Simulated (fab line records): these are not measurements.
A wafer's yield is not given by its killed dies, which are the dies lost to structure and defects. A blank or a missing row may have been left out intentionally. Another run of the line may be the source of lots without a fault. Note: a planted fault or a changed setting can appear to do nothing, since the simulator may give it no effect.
A struck lot beside a sound one || flow sky130 || 43 steps out of a route of 708
Sound: wafers L701.2, L701.3, L701.4. Struck: wafers L715.2, L715.5. (L715.6 of the same lot was not struck and is left out.) The cause comes at the end.
For every step that has rows: the tool of each side, followed by ch and its chambers, followed by its first start. Under that, the readings that differ: sound wafers || struck wafers || difference of the means || sigmas: that difference in standard deviations of wafers without a fault.
alike: same words and numbers on both sides, and readings whose means sit less than 2 such deviations apart. not compared: any withheld reading, any reading some wafer has no value for, any bound like >300 that may hide the same value, and any number with overlapping values for which the record gives no deviation.
The two part at a step that has a row with sigmas, a row that says differs or no value, or rows on one side only. Non-overlapping numbers with no deviation appear without sigmas and do not part them. Lack of a reading on every wafer of one side parts them only where that side has two or more wafers.

first, 1 step without rows for these wafers: SKY_VIA4_DEVELOP_10 (develop time 60 s).
SKY_VIA4_OVL_MEAS_11:
  sound: overlay-01 at day 43 16:01; struck: overlay-01 at day 47 02:04
  alike: VIA4_OVL
then, 6 steps without rows for these wafers: SKY_VIA4_ETCH_12 (etches SiO2 in C4F8/O2/Ar, stops on TiN, target depth 580 nm); SKY_VIA4_STRIP_13 (strips in O2/N2); SKY_VIA4_STRIP_14 (strips in post etch residue remover, time 1200 s); SKY_VIA4_CLEAN_15 (cleans in IPA, time 180 s); SKY_VIA4_CLEAN_16 (cleans in O3/DIW); SKY_VIA4_SPUTTER_17 (material TiN, target thk 20 nm, time 80 s).
SKY_VIA4_CVD_18: deposits W, target thk 505 nm, time 152.14 s.
  sound on cvdW-02 ch 0,1, day 43 16:49; struck on cvdW-02 ch 0, day 47 02:58
  alike: heaterPowerOuterW, heaterPowerW
  not compared: sinceWetCleanH
SKY_VIA4_RS_MEAS_19: the measuring method here is four-point-probe.
  sound: filmMetro-01 at day 43 16:59; struck: filmMetro-03 at day 47 03:08
  alike: VIA4_W_RS
SKY_VIA4_THK_MEAS_20: measures by xrf.
  sound: filmMetro-01 at day 43 17:06; struck: filmMetro-03 at day 47 03:14
  alike: VIA4_W_THK
then, 1 step without rows for these wafers: SKY_VIA4_CMP_21 (polishes, stops on SiO2, t overpolish 25 s, target thk 0 nm).
SKY_METAL5_SPUTTER_00: material Ti, target thk 15 nm, time 10 s.
  sound: pvdSputter-03 at day 43 17:27; struck: pvdSputter-02 at day 47 03:40
  alike: throttleValvePct
then, 4 steps without rows for these wafers: SKY_METAL5_SPUTTER_01 (material TiN, target thk 20 nm, time 16.7 s); SKY_METAL5_SPUTTER_02 (material AlCu, target thk 1150 nm, time 61.2 s); SKY_METAL5_SPUTTER_03 (material Ti, target thk 5 nm, time 3.3 s); SKY_METAL5_SPUTTER_04 (material TiN, target thk 70 nm, time 58.3 s).
SKY_METAL5_RS_MEAS_05: the measuring method here is four-point-probe.
  sound: filmMetro-01 at day 43 17:38; struck: filmMetro-04 at day 47 03:52
  alike: METAL5_ALCU_RS
SKY_METAL5_THK_MEAS_06: measures by xrf.
  sound: filmMetro-01 at day 43 17:44; struck: filmMetro-04 at day 47 03:58
  alike: METAL5_ALCU_THK
then, 7 steps without rows for these wafers: SKY_METAL5_DEHYDRATE_07 (time 60 s); SKY_METAL5_HMDS_08 (prime time 60 s); SKY_METAL5_COAT_09 (resist thk 1800 nm); SKY_METAL5_SOFTBAKE_10 (time 60 s); SKY_METAL5_EXPOSE_11 (exposes mask MM5, target cd 1600 nm); SKY_METAL5_PEB_12; SKY_METAL5_DEVELOP_13 (develop time 60 s).
SKY_METAL5_DESCUM_14: chemistry O2, time 11 s.
  sound on rieMetal-04 ch 0,1, day 44 16:10; struck on rieMetal-03 ch 1, day 47 23:46
  alike: drypumpMotorCurrentA, oesProductAu
  not compared: rfHoursCounterH
SKY_METAL5_METAL_ETCH_15: etches the open film in Cl2/BCl3, stops on SiO2, target depth 1260 nm, time 252 s.
  sound on rieMetal-04 ch 0,1, day 44 16:13; struck on rieMetal-03 ch 1, day 47 23:47
{"reading": "oesProductAu (a.u.)", "sound": "0.895 0.905 0.902", "struck": "0.891 0.888", "difference": -0.011, "sigmas": -2}
  alike: drypumpMotorCurrentA, mfcCl2Sccm, throttleValvePct
  not compared: rfHoursCounterH
SKY_METAL5_STRIP_16: strips in O2/N2.
  sound on plasmaAsher-01 ch 0,1, day 44 16:26; struck on plasmaAsher-01 ch 0,1, day 48 00:02
  alike: drypumpMotorCurrentA, o2FlowSccm, oesProductAu, stripTimeToEndpointS
  not compared: rfHoursCounterH
then, 3 steps without rows for these wafers: SKY_METAL5_STRIP_17 (strips in post etch residue remover, time 1200 s); SKY_METAL5_CLEAN_18 (cleans in IPA, time 180 s); SKY_METAL5_CLEAN_19 (cleans in O3/DIW).
SKY_PASSIVATION_CVD_00: deposits SiO2, target thk 90 nm.
  sound on pecvd-04 ch 0,2, day 44 17:02; struck on pecvd-01 ch 1, day 48 00:43
  alike: heaterPowerOuterW, heaterPowerW
SKY_PASSIVATION_THK_MEAS_01:
  sound: filmMetro-04 at day 44 17:05; struck: filmMetro-04 at day 48 00:46
  alike: PASSIVATION_CVD_00_THK
then, 1 step without rows for these wafers: SKY_PASSIVATION_CVD_02 (deposits Si3N4, target thk 540 nm).
SKY_PASSIVATION_THK_MEAS_03:
  sound: filmMetro-04 at day 44 17:22; struck: filmMetro-02 at day 48 01:02
  alike: PASSIVATION_CVD_02_THK
then, 6 steps without rows for these wafers: SKY_PASSIVATION_DEHYDRATE_04 (time 60 s); SKY_PASSIVATION_HMDS_05 (prime time 60 s); SKY_PASSIVATION_COAT_06 (resist thk 3000 nm); SKY_PASSIVATION_SOFTBAKE_07; SKY_PASSIVATION_EXPOSE_08 (exposes mask NSM, target cd 3000 nm); SKY_PASSIVATION_PEB_09.
SKY_PAD_OPEN_PROBE_99:
  sound: prober-02 at day 46 14:10; struck: prober-02 at day 49 14:25
{"reading": "model.etest.liconPdiff.rcOhm", "sound": "578.1 591.1 581.7", "struck": "551.1 570.5", "difference": -22.8, "sigmas": ""}
{"reading": "model.etest.liconNdiff.rcOhm", "sound": "186 183.3 184.2", "struck": "173.2 176.3", "difference": -9.8, "sigmas": ""}
  alike: defectLimitedYield, killed_at_M0_to_M3, killed_at_M4_up, killedAtContacts, killedAtFrontEnd, killedAtOther, killedDies, killedOpen, killedShort, sort_bin_3_pad_short, sort_bin_5_function, sort_bin_6_memory, sortNPass, sortYieldPct
  not compared: model.etest.liconPoly.rcOhm

== WHERE THEY PART ==
Only at SKY_METAL5_METAL_ETCH_15, within this record. Later steps at which nothing parts them and some readings are alike: SKY_METAL5_STRIP_16, SKY_PASSIVATION_CVD_00, SKY_PASSIVATION_THK_MEAS_01, SKY_PASSIVATION_THK_MEAS_03, SKY_PAD_OPEN_PROBE_99.

WHY: what the simulator had put in
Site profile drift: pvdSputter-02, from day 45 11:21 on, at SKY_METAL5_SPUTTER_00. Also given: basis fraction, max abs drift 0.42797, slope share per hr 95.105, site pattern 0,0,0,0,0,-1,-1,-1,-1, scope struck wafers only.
